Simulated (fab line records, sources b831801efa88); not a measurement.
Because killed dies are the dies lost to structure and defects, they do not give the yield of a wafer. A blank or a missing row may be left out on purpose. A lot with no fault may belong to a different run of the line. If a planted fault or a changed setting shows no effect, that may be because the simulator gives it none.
fab line records ; flow sfqLine
[record] lots = 14; wafers = 42; lastDay = 83
route steps=325 shown I4@167
lots that met no fault: from a run of the same line without faults
startH: start of the lot's first displayed wafer, in hours after the record's first day ; waitH: hours from the lot's prior step to this one ; " repeats the value in the row above ; L1.1+2: a single row standing in for several wafers ; - no value, or no start given ; * or withheld: withheld ; < > ~ a bound
route shown NAME@n: names a module that has steps shown in the file, with the first one's number in the route ; usual: the fault-free wafers' mean and standard deviation ; same: alike in all rows ; chamber/n: place in a boat ; sites: each site's reading ; _std_site: how widely they spread, as a standard deviation ; _edge_site: mean of outer sites minus mean of inner sites ; radiusMm: for every site, how far away it sits from the centre of the wafer ; mask NAME#n: copy n ; behind: the last tool/chamber to shape the wafer ; hold: what put the lot on hold/how long, in hours/how the hold closed ; device: whichever transistor did not switch (one of n, p or np) ; end of line: the tests these same wafers got at the end of their route ; a step without rows: its recipe alone ; killed: dies that structure and defects cost at the first sort, which is not the same as the wafer's yield ; map: dies across one wafer; x = killed, . = not, _ = none there
set.NAME: the setting as run; set.NAME@STEP: as run at that earlier step ; model.NAME: the simulator's own value behind a step, which no gauge read
route steps across a sampled set of lots; one table per step, one row per wafer
[[steps]]
[step SFQ_TRILAYER_I4_VIA_LITHO_COAT_108]
[recipe] resist = BARC; spinRpm = 3000; resistThkNm = 62
[usual] spinSpeedRpm = 2999.9/2
lot.wafer;tool;chamber;startH;waitH;spinSpeedRpm
L590.2;lithoTrack-01;0;669.27;0.8;2999.7
L590.4;lithoTrack-01;0;669.27;0.8;3000.4
L590.5;lithoTrack-01;0;669.27;0.8;3002.0
L591.3;lithoTrack-04;0;802.26;0.7;3000.9
L591.4;lithoTrack-04;0;802.26;0.7;3003.2
L591.6;lithoTrack-04;0;802.26;0.7;3000.7
L595.1;lithoTrack-04;0;827.23;1.0;3001.4
L595.2;lithoTrack-04;0;827.23;1.0;2999.0
L595.5;lithoTrack-04;0;827.23;1.0;3001.9
L596.2;lithoTrack-03;0;843.61;0.8;3000.4
L596.3;lithoTrack-03;0;843.61;0.8;2999.8
L596.4;lithoTrack-03;0;843.61;0.8;3001.6
L597.4;lithoTrack-01;0;865.49;0.6;3000.5
L597.5;lithoTrack-01;0;865.49;0.6;2999.2
L597.6;lithoTrack-01;0;865.49;0.6;2999.3
L598.1;lithoTrack-04;0;872.88;1.0;3002.6
L598.2;lithoTrack-04;0;872.88;1.0;3003.2
L598.4;lithoTrack-04;0;872.88;1.0;3003.6
L600.3;lithoTrack-03;0;898.44;0.7;3000.2
L600.4;lithoTrack-03;0;898.44;0.7;2999.8
L600.5;lithoTrack-03;0;898.44;0.7;2999.6
L601.2;lithoTrack-03;0;918.96;0.8;3000.8
L601.3;lithoTrack-03;0;918.96;0.8;3002.3
L601.5;lithoTrack-03;0;918.96;0.8;3001.0
L602.2;lithoTrack-01;0;924.96;0.8;2996.7
L602.3;lithoTrack-01;0;924.96;0.8;2997.8
L602.5;lithoTrack-01;0;924.96;0.8;2995.5
L603.1;lithoTrack-01;0;933.91;1.0;3000.5
L603.3;lithoTrack-01;0;933.91;1.0;2996.1
L603.4;lithoTrack-01;0;933.91;1.0;3001.4
L606.3;lithoTrack-01;0;1085.83;0.7;2996.0
L606.4;lithoTrack-01;0;1085.83;0.7;2998.0
L606.6;lithoTrack-01;0;1085.83;0.7;2995.2
L608.1;lithoTrack-04;0;1102.08;1.0;3001.5
L608.3;lithoTrack-04;0;1102.08;1.0;3001.9
L608.4;lithoTrack-04;0;1102.08;1.0;2999.3
L610.3;lithoTrack-04;0;1121.69;0.7;2906.8
L610.4;lithoTrack-04;0;1121.69;0.7;2908.8
L610.5;lithoTrack-04;0;1121.69;0.7;2907.7
L611.2;lithoTrack-04;0;1126.73;0.8;2912.4
L611.4;lithoTrack-04;0;1126.73;0.8;2912.0
L611.5;lithoTrack-04;0;1126.73;0.8;2910.7
[[key]]
[firstSign] step = SFQ_TRILAYER_I4_VIA_LITHO_COAT_108; reading = spinSpeedRpm; direction = down; sigmas = 45; usual = 2999.9; struck = 2909.7
effect none on later readings
metAt SFQ_TRILAYER_I4_VIA_LITHO_COAT_108
struckLots L610,L611
onsetBetween 1102.08 1121.69
[fault] kind = processParameterDrift; tool = lithoTrack-04; chamber = -; onsetH = 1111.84; steps = SFQ_TRILAYER_I4_VIA_LITHO_COAT_108; channel = spinRpm; offset = -88.273; shape = step; endH = 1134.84; actsIn = theseRecipesOnly; stated = 3000
